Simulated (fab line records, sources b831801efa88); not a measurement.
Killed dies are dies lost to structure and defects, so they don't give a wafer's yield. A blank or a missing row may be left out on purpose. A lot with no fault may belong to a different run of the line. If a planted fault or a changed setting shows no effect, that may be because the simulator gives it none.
fab line records    flow gf180mcu
record: lots: 10  wafers: 29  lastDay: 34
route steps=602 shown V1@358 M2@363
lots with no fault: from the same line, run without faults
startH: hours from the record's first day to the start of the lot's first wafer shown    waitH: time in hours since the lot's previous step    " repeats the value in the row above    L1.1+2: one row covering several wafers at once    - either no value or no given start    * or withheld: withheld    < > ~ a bound
route shown NAME@n: NAME is a module with steps in the file, n the number in the route of the first one    usual: mean/standard deviation taken from wafers without a fault    same: alike in all rows    chamber/n: place in a boat    sites: each site's reading    _std_site: how widely they spread, as a standard deviation    _edge_site: mean of outer sites minus mean of inner sites    radiusMm: how far each site lies from the wafer's centre    mask NAME#n: copy n    behind: the last tool/chamber to shape the wafer    hold: why the lot was held/for how many hours/how that ended    device: whichever transistor did not switch (one of n, p or np)    end of line: the route-end tests of the same wafers    for a step that has no rows: nothing shown but its recipe    killed: not the wafer's yield, but the dies lost to structure and defects at the first sort    map: per-die view of a wafer (x killed, . not killed, _ where there is no die)
set.NAME: setting as actually run; set.NAME@STEP: the setting as run at that earlier step    model.NAME: the simulator's own value behind a step, which no gauge read
the route's steps for a sample of lots (tables are steps, rows are wafers)
services: the hour from which a tool's chamber was out of use, counted from the record's first day as startH (under 0 if before that day), plus the number of hours and why
== steps ==
step: GF_V1_CVD_23
recipe: material: W  targetThkNm: 350  timeS: 105.05  tempC: 400  pressureTorr: 40
usual: heaterPowerW: 860/53
lot.wafer  tool     chamber  startH  waitH  heaterPowerW  sinceWetCleanH
L941.2     cvdW-01  0        426.65  0.0    830           23
L941.3     "        1        "       "      798           -
L941.6     "        0        "       "      858           -
L942.1     cvdW-02  1        432.45  0.0    887           528
L942.2     "        1        "       "      875           -
L942.3     "        1        "       "      884           -
L943.4     cvdW-02  1        454.44  0.1    897           -
L943.5     "        1        "       "      908           -
L943.6     "        0        "       "      911           -
L944.2     cvdW-01  1        458.46  0.0    790           54
L944.4     "        1        "       "      793           -
L944.5     "        0        "       "      842           -
L947.4     cvdW-01  0        479.84  0.1    864           -
L947.5     "        1        "       "      778           -
L947.6     "        0        "       "      880           -
L953.2     cvdW-01  1        535.25  0.0    760           131
L953.5     "        0        "       "      867           -
L958.1     cvdW-02  0        573.01  0.0    919           669
L958.3     "        0        "       "      923           -
L958.5     "        0        "       "      936           -
L962.3     cvdW-02  0        603.72  0.1    925           -
L962.5     "        1        "       "      893           -
L962.6     "        0        "       "      939           -
L963.1     cvdW-02  1        607.96  0.0    882           704
L963.5     "        1        "       "      896           -
L963.6     "        0        "       "      932           -
L964.2     cvdW-01  0        611.81  0.0    864           208
L964.3     "        0        "       "      860           -
L964.6     "        1        "       "      785           -
step: GF_V1_RS_MEAS_24
recipe: thkMeasGauge: four-point-probe  reads: W_of_V1_CVD_23+TiN_of_V1_SPUTTER_22+Ti_of_V1_SPUTTER_21
usual: V1_W_RS: 0.326/0.0031
lot.wafer  tool          chamber  startH  waitH  hold                     V1_W_RS[ohm/sq]
L941.2     filmMetro-04  -        426.78  0.1    -                        0.326
L941.3     "             -        "       "      -                        0.327
L941.6     "             -        "       "      -                        0.327
L942.1     filmMetro-04  -        432.67  0.2    -                        0.326
L942.2     "             -        "       "      -                        0.326
L942.3     "             -        "       "      -                        0.330
L943.4     filmMetro-03  -        454.58  0.1    -                        0.325
L943.5     "             -        "       "      -                        0.323
L943.6     "             -        "       "      -                        0.323
L944.2     filmMetro-04  -        458.59  0.1    -                        0.323
L944.4     "             -        "       "      -                        0.322
L944.5     "             -        "       "      -                        0.324
L947.4     filmMetro-04  -        479.98  0.1    -                        0.326
L947.5     "             -        "       "      -                        0.327
L947.6     "             -        "       "      -                        0.327
L953.2     filmMetro-03  -        535.38  0.1    awaitDispo/0.2h/release  0.323
L953.5     "             -        "       "      awaitDispo/0.2h/release  0.214
L953.2     filmMetro-03  -        535.67  0.3    -                        0.324
L953.5     "             -        "       "      -                        0.214
L958.1     filmMetro-01  -        573.23  0.2    -                        0.327
L958.3     "             -        "       "      -                        0.330
L958.5     "             -        "       "      -                        0.329
L962.3     filmMetro-04  -        603.84  0.1    -                        0.330
L962.5     "             -        "       "      -                        0.333
L962.6     "             -        "       "      -                        0.330
L963.1     filmMetro-04  -        608.08  0.1    -                        0.329
L963.5     "             -        "       "      -                        0.331
L963.6     "             -        "       "      -                        0.326
L964.2     filmMetro-01  -        611.94  0.1    -                        0.322
L964.3     "             -        "       "      -                        0.326
L964.6     "             -        "       "      -                        0.323
step: GF_V1_THK_MEAS_25
recipe: thkMeasGauge: xrf  reads: W_of_V1_CVD_23
usual: V1_W_THK: 357/4.9
lot.wafer  tool          chamber  startH  waitH  hold                     V1_W_THK[nm]
L941.2     filmMetro-04  -        426.89  0.1    -                        357
L941.3     "             -        "       "      -                        356
L941.6     "             -        "       "      -                        357
L942.1     filmMetro-04  -        432.79  0.1    -                        351
L942.2     "             -        "       "      -                        353
L942.3     "             -        "       "      -                        347
L943.4     filmMetro-03  -        454.67  0.1    -                        355
L943.5     "             -        "       "      -                        357
L943.6     "             -        "       "      -                        358
L944.2     filmMetro-04  -        458.70  0.1    -                        361
L944.4     "             -        "       "      -                        362
L944.5     "             -        "       "      -                        361
L947.4     filmMetro-04  -        480.07  0.1    -                        356
L947.5     "             -        "       "      -                        352
L947.6     "             -        "       "      -                        350
L953.2     filmMetro-03  -        539.98  4.3    awaitDispo/0.2h/release  362
L953.5     "             -        "       "      awaitDispo/0.2h/release  549
L953.2     filmMetro-03  -        540.21  0.2    -                        364
L953.5     "             -        "       "      -                        556
L958.1     filmMetro-01  -        573.35  0.1    -                        359
L958.3     "             -        "       "      -                        355
L958.5     "             -        "       "      -                        355
L962.3     filmMetro-04  -        603.94  0.1    -                        354
L962.5     "             -        "       "      -                        350
L962.6     "             -        "       "      -                        350
L963.1     filmMetro-04  -        608.20  0.1    -                        350
L963.5     "             -        "       "      -                        351
L963.6     "             -        "       "      -                        357
L964.2     filmMetro-01  -        612.05  0.1    -                        369
L964.3     "             -        "       "      -                        363
L964.6     "             -        "       "      -                        367
step: GF_V1_CMP_26
recipe: stopOn: SiO2  downForcePsi: 3.5  platenRpm: 60  tOverpolishS: 15  targetThkNm: 0  padVelocityMS: 0.94248
usual: motorCurrentA: 11.5/1.3  timeToEndpointS: 86/3.1
lot.wafer  tool    chamber  startH  waitH  hold                     motorCurrentA  timeToEndpointS
L941.3     cmp-01  2        426.99  0.1    -                        9.9            87
L941.2     "       3        "       "      -                        10.7           87
L941.6     "       1        "       "      -                        9.7            85
L942.3     cmp-02  0        432.90  0.1    -                        12.5           87
L942.2     "       1        "       "      -                        10.9           86
L942.1     "       2        "       "      -                        12.6           85
L943.4     cmp-02  3        454.70  0.0    -                        13.8           84
L943.5     "       3        "       "      -                        13.5           85
L943.6     "       0        "       "      -                        13.0           82
L944.2     cmp-01  3        458.75  0.0    -                        10.9           82
L944.4     "       0        "       "      -                        11.6           82
L944.5     "       0        "       "      -                        12.1           81
L947.4     cmp-01  1        480.10  0.0    -                        10.2           89
L947.6     "       1        "       "      -                        9.7            85
L947.5     "       2        "       "      -                        10.3           87
L953.2     cmp-02  3        546.13  5.9    awaitDispo/5.8h/release  14.2           92
L953.5     "       1        "       "      awaitDispo/5.8h/release  10.4           135
L958.3     cmp-01  3        573.41  0.0    -                        10.4           86
L958.1     "       2        "       "      -                        10.4           85
L958.5     "       3        "       "      -                        11.1           87
L962.3     cmp-01  0        603.98  0.0    -                        11.7           82
L962.5     "       0        "       "      -                        11.6           81
L962.6     "       1        "       "      -                        9.6            85
L963.1     cmp-02  2        608.41  0.2    -                        12.2           87
L963.6     "       3        "       "      -                        13.5           88
L963.5     "       0        "       "      -                        12.4           86
L964.2     cmp-02  1        612.20  0.1    -                        10.5           84
L964.3     "       2        "       "      -                        12.6           85
L964.6     "       3        "       "      -                        14.7           89
step: GF_M2_SPUTTER_01
recipe: material: TiN  targetThkNm: 30  powerW: 6500  timeS: 25  chamberPressurePa: 0.4
usual: chamberPressurePa: 0.3999/0.00087  throttleValvePct: 30.4/1
lot.wafer  tool           chamber  startH  waitH  chamberPressurePa  throttleValvePct
L941.2     pvdSputter-01  -        427.34  0.1    0.3997             29.5
L941.3     "              -        "       "      0.3994             30.6
L941.6     "              -        "       "      0.4000             30.9
L942.1     pvdSputter-02  -        433.25  0.1    0.3995             30.0
L942.2     "              -        "       "      0.4011             30.7
L942.3     "              -        "       "      0.4000             28.0
L943.4     pvdSputter-01  -        455.10  0.1    0.3999             30.9
L943.5     "              -        "       "      0.4008             30.6
L943.6     "              -        "       "      0.3992             31.3
L944.2     pvdSputter-02  -        459.15  0.1    0.3989             30.8
L944.4     "              -        "       "      0.4007             28.3
L944.5     "              -        "       "      0.4002             30.4
L947.4     pvdSputter-02  -        480.50  0.1    0.4002             30.7
L947.5     "              -        "       "      0.4010             30.6
L947.6     "              -        "       "      0.3989             28.3
L953.2     pvdSputter-03  -        546.43  0.1    0.4003             29.8
L953.5     "              -        "       "      0.3997             32.3
L958.1     pvdSputter-02  -        573.81  0.1    0.4014             30.5
L958.3     "              -        "       "      0.4009             29.9
L958.5     "              -        "       "      0.4001             30.0
L962.3     pvdSputter-01  -        604.38  0.1    0.4000             31.3
L962.5     "              -        "       "      0.4012             31.3
L962.6     "              -        "       "      0.3998             29.5
L963.1     pvdSputter-02  -        608.66  0.1    0.4000             30.1
L963.5     "              -        "       "      0.3984             29.9
L963.6     "              -        "       "      0.4009             28.3
L964.2     pvdSputter-03  -        612.50  0.1    0.3989             32.3
L964.3     "              -        "       "      0.3996             29.9
L964.6     "              -        "       "      0.4011             30.9
step: GF_M2_SPUTTER_03
recipe: material: Ti  targetThkNm: 10  substrateTempC: 300  chamberPressurePa: 0.3  powerW: 3000  timeS: 6.7
usual: chamberPressurePa: 0.3001/0.00059  throttleValvePct: 30.4/1
lot.wafer  tool           chamber  startH  waitH  chamberPressurePa  throttleValvePct
L941.2     pvdSputter-01  -        427.40  0.0    0.3007             29.8
L941.3     "              -        "       "      0.3001             30.7
L941.6     "              -        "       "      0.3000             30.7
L942.1     pvdSputter-02  -        433.31  0.0    0.2999             30.1
L942.2     "              -        "       "      0.2997             30.7
L942.3     "              -        "       "      0.2998             28.6
L943.4     pvdSputter-01  -        455.16  0.0    0.3000             30.6
L943.5     "              -        "       "      0.2995             30.7
L943.6     "              -        "       "      0.3005             31.1
L944.2     pvdSputter-02  -        459.21  0.0    0.3005             30.7
L944.4     "              -        "       "      0.3001             28.6
L944.5     "              -        "       "      0.3011             30.6
L947.4     pvdSputter-02  -        480.56  0.0    0.3007             30.7
L947.5     "              -        "       "      0.3005             30.8
L947.6     "              -        "       "      0.3000             28.4
L953.2     pvdSputter-03  -        546.49  0.0    0.2993             30.0
L953.5     "              -        "       "      0.3002             32.0
L958.1     pvdSputter-02  -        573.87  0.0    0.3001             30.6
L958.3     "              -        "       "      0.3002             29.8
L958.5     "              -        "       "      0.3012             30.0
L962.3     pvdSputter-01  -        604.44  0.0    0.3009             31.0
L962.5     "              -        "       "      0.3004             30.8
L962.6     "              -        "       "      0.2993             29.7
L963.1     pvdSputter-02  -        608.72  0.0    0.3000             30.0
L963.5     "              -        "       "      0.2999             29.6
L963.6     "              -        "       "      0.2990             28.6
L964.2     pvdSputter-03  -        612.56  0.0    0.3002             32.1
L964.3     "              -        "       "      0.3011             30.0
L964.6     "              -        "       "      0.2997             30.8
step: GF_M2_THK_MEAS_06
recipe: thkMeasGauge: xrf  reads: AlCu_of_M2_SPUTTER_02
usual: M2_ALCU_THK: 451/4.5
lot.wafer  tool          chamber  startH  waitH  M2_ALCU_THK[nm]
L941.2     filmMetro-01  -        428.74  1.2    444
L941.3     "             -        "       "      453
L941.6     "             -        "       "      448
L942.1     filmMetro-04  -        433.49  0.1    451
L942.2     "             -        "       "      450
L942.3     "             -        "       "      454
L943.4     filmMetro-04  -        455.37  0.1    448
L943.5     "             -        "       "      444
L943.6     "             -        "       "      450
L944.2     filmMetro-02  -        459.40  0.1    445
L944.4     "             -        "       "      453
L944.5     "             -        "       "      446
L947.4     filmMetro-01  -        480.77  0.1    451
L947.5     "             -        "       "      458
L947.6     "             -        "       "      456
L953.2     filmMetro-04  -        546.69  0.1    452
L953.5     "             -        "       "      459
L958.1     filmMetro-02  -        574.05  0.1    452
L958.3     "             -        "       "      450
L958.5     "             -        "       "      451
L962.3     filmMetro-01  -        604.64  0.1    450
L962.5     "             -        "       "      452
L962.6     "             -        "       "      452
L963.1     filmMetro-04  -        608.90  0.1    451
L963.5     "             -        "       "      445
L963.6     "             -        "       "      448
L964.2     filmMetro-04  -        612.76  0.1    457
L964.3     "             -        "       "      458
L964.6     "             -        "       "      457
== services ==
tool           chamber  startH  hours  kind
cmp-02         -        403.98  1.1    repair
cvdW-01        0        404.00  -      clean
cmp-01         -        410.32  4.0    pm
cvdW-01        -        412.24  2.8    pm
cmp-01         -        414.32  -      consumableReplace:conditioner
cmp-01         -        414.32  -      consumableReplace:pad
pvdSputter-02  -        416.07  5.7    repair
cvdW-02        0        432.20  7.5    repair
pvdSputter-02  0        455.94  -      consumableReplace:kit
pvdSputter-02  0        455.94  18.0   scheduledDown
pvdSputter-02  0        455.94  18.0   ventCycle
cmp-02         -        489.45  3.8    repair
cmp-01         -        493.28  4.9    pm
pvdSputter-02  -        519.29  2.9    repair
pvdSputter-03  -        527.32  0.7    repair
cvdW-02        1        566.96  10.1   repair
cmp-02         -        572.00  4.0    pm
cmp-01         -        576.21  0.5    repair
cmp-02         -        579.87  0.8    repair
cvdW-02        -        590.53  2.3    repair
cmp-02         -        593.01  2.2    repair
cmp-02         -        595.24  5.5    pm
cmp-02         -        599.59  0.9    repair
cmp-01         -        606.48  5.7    pm
== key ==
firstSign: step: GF_V1_RS_MEAS_24  reading: visit  direction: added
effect: step: GF_V1_RS_MEAS_24  reading: V1_W_RS  direction: down  sigmas: 37  usual: 0.326  struck: 0.214
effect: step: GF_V1_THK_MEAS_25  reading: visit  direction: added
effect: step: GF_V1_THK_MEAS_25  reading: V1_W_THK  direction: up  sigmas: 39  usual: 357  struck: 549
effect: step: GF_V1_CMP_26  reading: timeToEndpointS  direction: up  sigmas: 16  usual: *  struck: *
metAt GF_V1_CVD_23
struckLots L953
struckWafers L953.5
sortLeftOut L953.5
notActingAt GF_M2_SPUTTER_01,GF_M2_SPUTTER_03,GF_M2_THK_MEAS_06
onsetBetween 479.84 535.25
fault: kind: processParameterDrift  tool: cvdW-01  chamber: -  onsetH: 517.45  steps: GF_V1_CVD_23  channel: targetThkNm  offset: 185.72  shape: step  endH: 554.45  scope: struckWafersOnly  actsIn: theseRecipesOnly  stated: 350
sortLeftOut: the simulated sort isn't trusted on such a fault, so these wafers' sort isn't shown, and their yield isn't known
